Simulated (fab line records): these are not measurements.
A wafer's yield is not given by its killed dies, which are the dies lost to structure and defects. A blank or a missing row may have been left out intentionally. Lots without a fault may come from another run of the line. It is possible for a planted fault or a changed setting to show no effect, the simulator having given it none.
One fault seen from 2 desks -- flow gf180mcu -- each desk holds nothing but its own numbers, with what lay behind them at the end

## FOR THE TOOL OWNER'S DESK: krf scanner-01
The tool's own readings at GF_V3_EXPOSE_11 (exposes mask Via3, target cd 260 nm): means of the sampled wafers that have a number, for each lot that ran on this tool. The brackets show how far a lot's mean lies from the usual mean; more than 4 standard deviations puts the lot out of limits, marked OUT.
Columns: A = exposure dose mJ cm2 at GF_V3_EXPOSE_11, usual 37.95
lot,first seen here,A
L654,day 23 09:49,37.93
L655,day 23 14:50,37.97
L662,day 25 23:37,33.85 (-99 or more) OUT
L663,day 26 01:17,33.81 (-99 or more) OUT
This desk's finding: out of limits on L662, L663; first on L662, day 25 23:37 (exposure dose mJ cm2 at GF_V3_EXPOSE_11). L654, L655: within limits.

## METROLOGY DESK
Lot by lot, what the gauges showed, no matter which tool ran the lot: averages of those sampled wafers that carry a number. The brackets show how far a lot's mean lies from the usual mean; more than 4 standard deviations puts the lot out of limits, marked OUT.
Columns: A = V2_W_RS at GF_V2_RS_MEAS_24, usual 0.3258 ohm/sq; B = cd nm at GF_V3_CD_MEAS_14, usual 259.8 nm
lot,first seen here,A,B
L651,day 20 12:37,0.3293,261.7
L652,day 20 16:28,0.3266,259.3
L653,day 21 02:30,0.3248,260.7
L654,day 21 20:33,0.3272,259.7
L655,day 22 02:51,0.3239,260.1
L662,day 24 13:13,0.3264,240.5 (-18) OUT
L663,day 24 15:15,0.3287,243.0 (-15) OUT
L664,day 25 01:49,0.3269,261.3
L665,day 25 09:24,0.3252,259.7
L667,day 25 23:22,0.3249,259.4
L672,day 27 13:01,0.3258,259.5
L673,day 27 14:53,0.3255,260.7
This desk's finding: out of limits on L662, L663; first on L662, day 26 09:51 (cd nm at GF_V3_CD_MEAS_14). L651, L652, L653, L654, L655, L664, L665, L667, L672, L673: within limits.

## PUT TOGETHER
On L662, L663, at day 25 23:37, an alarm was possible from the tool owner's desk.
The metrology desk could have raised an alarm at day 26 09:51, on L662, L663.
On krf scanner-01, each named lot ran GF_V3_EXPOSE_11.

## WHAT HAD BEEN PUT IN BY THE SIMULATOR
Process parameters drifting: krf scanner-01 at GF_V3_EXPOSE_11, beginning at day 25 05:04. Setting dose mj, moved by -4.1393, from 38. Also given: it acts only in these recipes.
Struck lots among those shown: L662, L663.
Time in hours from fault onset to the first out-of-limits reading at each desk: tool owner's desk 19, metrology desk 29.
